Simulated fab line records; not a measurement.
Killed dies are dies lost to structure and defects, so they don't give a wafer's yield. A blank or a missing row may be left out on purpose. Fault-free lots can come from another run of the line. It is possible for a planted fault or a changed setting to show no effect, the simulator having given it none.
What tool caused it? :: flow sky130 :: 36 wafers from 12 lots sampled at 2 of the route's 708 steps

== WHAT THE GAUGES READ, wafer by wafer ==
SKY_LDD_HVP_TW_MEAS_10. Usual: LDD_HVP_TW typically reads 455.9, with standard deviation 2.9.
lot: L884
measured: day 21 08:36
on: film_metro-03
LDD_HVP_TW: 458.2 461.3 460.7
flag: 

lot: L886
measured: day 22 05:52
on: film_metro-04
LDD_HVP_TW: 449.9 451.4 450.2
flag: 

lot: L887
measured: day 22 20:52
on: film_metro-02
LDD_HVP_TW: 457.4 456.3 458.6
flag: 

lot: L888
measured: day 23 00:07
on: film_metro-04
LDD_HVP_TW: 455.4 458.4 457.0
flag: 

lot: L891
measured: day 24 10:20
on: film_metro-02
LDD_HVP_TW: 459.8 459.5 460.0
flag: 

lot: L893
measured: day 25 04:16
on: film_metro-03
LDD_HVP_TW: 460.1 460.5 456.2
flag: 

lot: L894
measured: day 25 11:10
on: film_metro-04
LDD_HVP_TW: 451.4 454.2 452.6
flag: 

lot: L898
measured: day 26 20:16
on: film_metro-03
LDD_HVP_TW: 456.9 454.2 455.9
flag: 

lot: L901
measured: day 27 20:19
on: film_metro-04
LDD_HVP_TW: 454.9 452.6 453.3
flag: 

lot: L904
measured: day 29 01:09
on: film_metro-02
LDD_HVP_TW: 455.5 457.3 457.1
flag: 

lot: L906
measured: day 29 06:53
on: film_metro-03
LDD_HVP_TW: 457.2 460.2 460.4
flag: 

lot: L907
measured: day 29 13:53
on: film_metro-04
LDD_HVP_TW: 450.8 454.9 452.6
flag: 

== WHAT TOOL EACH LOT RAN ON (gives the tool, then ch and the chambers of the sampled wafers, and finally the start) ==
lot: L884
SKY_VT_ADJUST_PCH_STRIP_09: plasma_asher-03 ch 0,1, day 10 03:16

lot: L886
SKY_VT_ADJUST_PCH_STRIP_09: plasma_asher-01 ch 0,1, day 10 22:07

lot: L887
SKY_VT_ADJUST_PCH_STRIP_09: plasma_asher-01 ch 0,1, day 11 07:07

lot: L888
SKY_VT_ADJUST_PCH_STRIP_09: plasma_asher-03 ch 0,1, day 11 12:03

lot: L891
SKY_VT_ADJUST_PCH_STRIP_09: plasma_asher-04 ch 0,1, day 12 17:01

lot: L893
SKY_VT_ADJUST_PCH_STRIP_09: plasma_asher-03 ch 0,1, day 13 08:34

lot: L894
SKY_VT_ADJUST_PCH_STRIP_09: plasma_asher-04 ch 0,1, day 13 12:44

lot: L898
SKY_VT_ADJUST_PCH_STRIP_09: plasma_asher-03 ch 0,1, day 14 19:24

lot: L901
SKY_VT_ADJUST_PCH_STRIP_09: plasma_asher-03 ch 0, day 15 19:09

lot: L904
SKY_VT_ADJUST_PCH_STRIP_09: plasma_asher-03 ch 0,1, day 16 19:54

lot: L906
SKY_VT_ADJUST_PCH_STRIP_09: plasma_asher-04 ch 0,1, day 17 08:18

lot: L907
SKY_VT_ADJUST_PCH_STRIP_09: plasma_asher-01 ch 0,1, day 17 17:03
- SKY_VT_ADJUST_PCH_STRIP_09: strips in O2/N2.

== WHAT THE TOOLS THEMSELVES READ (means of the sampled wafers that have a number; where no wafer has one, the mark that the record gives instead) ==
SKY_VT_ADJUST_PCH_STRIP_09. Usual: drypump_motor_current_A 5.6 A, standard deviation 0.58; oes_product_au 0.722 a.u., standard deviation 0.0046; strip_time_to_endpoint_s 36.93 s, standard deviation 0.087.
lot: L884
tool: plasma_asher-03
drypump_motor_current_A (A): 6.0
oes_product_au (a.u.): 0.718
strip_time_to_endpoint_s (s): 36.91
flag: 

lot: L886
tool: plasma_asher-01
drypump_motor_current_A (A): 4.9
oes_product_au (a.u.): 0.723
strip_time_to_endpoint_s (s): 36.99
flag: 

lot: L887
tool: plasma_asher-01
drypump_motor_current_A (A): 4.9
oes_product_au (a.u.): 0.723
strip_time_to_endpoint_s (s): 37.02
flag: 

lot: L888
tool: plasma_asher-03
drypump_motor_current_A (A): 6.0
oes_product_au (a.u.): 0.723
strip_time_to_endpoint_s (s): 37.01
flag: 

lot: L891
tool: plasma_asher-04
drypump_motor_current_A (A): 5.9
oes_product_au (a.u.): 0.716
strip_time_to_endpoint_s (s): 37.08
flag: 

lot: L893
tool: plasma_asher-03
drypump_motor_current_A (A): 6.0
oes_product_au (a.u.): 0.727
strip_time_to_endpoint_s (s): 37.01
flag: 

lot: L894
tool: plasma_asher-04
drypump_motor_current_A (A): 5.4
oes_product_au (a.u.): 0.720
strip_time_to_endpoint_s (s): 36.92
flag: 

lot: L898
tool: plasma_asher-03
drypump_motor_current_A (A): 6.0
oes_product_au (a.u.): 0.720
strip_time_to_endpoint_s (s): 37.03
flag: 

lot: L901
tool: plasma_asher-03
drypump_motor_current_A (A): 6.0
oes_product_au (a.u.): 0.721
strip_time_to_endpoint_s (s): 36.86
flag: 

lot: L904
tool: plasma_asher-03
drypump_motor_current_A (A): 6.0
oes_product_au (a.u.): 0.726
strip_time_to_endpoint_s (s): 36.82
flag: 

lot: L906
tool: plasma_asher-04
drypump_motor_current_A (A): 5.9
oes_product_au (a.u.): 0.721
strip_time_to_endpoint_s (s): 36.89
flag: 

lot: L907
tool: plasma_asher-01
drypump_motor_current_A (A): 4.9
oes_product_au (a.u.): 0.722
strip_time_to_endpoint_s (s): 36.83
flag: 

== THE ANSWER, worked out from the rows above alone ==
Rule: a lot is off if the mean of its wafers that have a number lies more than 3 standard deviations from the usual mean. A lot without any number at a reading at which 4 lots or more have one is off too. All remaining lots with rows at the step are treated as sound. First the gauges in route order, then the tools' own readings, where a lot's mean is used as printed above. The first step at which some lot is off is used, and at that step the reading that is off furthest; a lot without a number counts as furthest.
No lot is off on any of the readings shown, so nothing can be concluded from this.

== WHAT HAD BEEN PUT IN BY THE SIMULATOR ==
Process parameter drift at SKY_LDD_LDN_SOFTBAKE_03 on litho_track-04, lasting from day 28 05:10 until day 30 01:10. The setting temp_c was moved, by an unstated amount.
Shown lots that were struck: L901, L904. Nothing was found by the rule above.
